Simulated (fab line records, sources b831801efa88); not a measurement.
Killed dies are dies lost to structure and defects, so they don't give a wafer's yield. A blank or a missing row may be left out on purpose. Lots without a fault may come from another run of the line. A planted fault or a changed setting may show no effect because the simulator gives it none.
One fault seen from 2 desks | flow sky130 | each desk has only its own numbers; what lay behind them comes last

THE METROLOGY DESK
What the gauges read, lot by lot, whatever tool the lot ran on: means of the sampled wafers that have a number. A lot is out of limits, marked OUT, if its mean lies more than 4 standard deviations from the usual mean; the brackets give that distance.
Columns: A = VT_ADJUST_LVTN_TW at SKY_VT_ADJUST_LVTN_TW_MEAS_10, usual 242.8; B = cd_nm at SKY_POLY_CUT_CD_MEAS_08, usual 269.9 nm
lot  | first seen here | A     | B
L394 | day 7 02:55     | 243.1 | 270.9
L396 | day 8 05:58     | 244.4 | 272.2
L398 | day 8 07:46     | 243.1 | 265.4
L399 | day 8 21:41     | 242.2 | 269.7
L400 | day 9 12:12     | 245.8 | 269.5
L403 | day 9 16:11     | 245.4 | 270.7
L404 | day 10 03:06    | 242.1 | 270.4
L408 | day 11 00:04    | 243.7 | 270.6
L409 | day 11 02:11    | 239.6 | 271.2
L411 | day 11 18:39    | 239.8 | 269.5
L413 | day 12 11:28    | 244.5 | 269.2
L417 | day 13 07:13    | 242.0 | 267.9
This desk's finding: nothing out of limits on any of the 12 lots.

THE TOOL OWNER'S DESK: litho_track-01
The tool's own readings at SKY_VT_ADJUST_HVTR_COAT_02 (resist thk 1140 nm): means of the sampled wafers that have a number, for each lot that ran on this tool. A lot is out of limits, marked OUT, if its mean lies more than 4 standard deviations from the usual mean; the brackets give that distance.
Columns: A = spin_speed_rpm at SKY_VT_ADJUST_HVTR_COAT_02, usual 3000.0 rpm
lot  | first seen here | A
L398 | day 10 14:22    | 2998.7
L399 | day 11 04:22    | 2997.4
L403 | day 12 01:52    | 3000.6
L409 | day 13 15:02    | 3113.9 (+67) OUT
L413 | day 15 02:20    | 3112.1 (+66) OUT
This desk's finding: out of limits on L409, L413; first on L409, day 13 15:02 (spin_speed_rpm at SKY_VT_ADJUST_HVTR_COAT_02). In limits: L398, L399, L403.

PUT TOGETHER
The tool owner's desk could have raised an alarm at day 13 15:02, on L409, L413.
The metrology desk saw nothing out of limits.
The metrology desk has L409, L413 on record, within its limits.
Of the lots named, all ran SKY_VT_ADJUST_HVTR_COAT_02 on litho_track-01.

WHAT THE SIMULATOR HAD PUT IN
Process parameter drift: litho_track-01, from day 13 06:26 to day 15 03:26, at SKY_VT_ADJUST_HVTR_COAT_02. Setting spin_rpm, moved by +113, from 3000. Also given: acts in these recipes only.
Lots struck among those shown: L409, L413.
Hours from the fault's start to each desk's first reading out of limits: the tool owner's desk, 9.
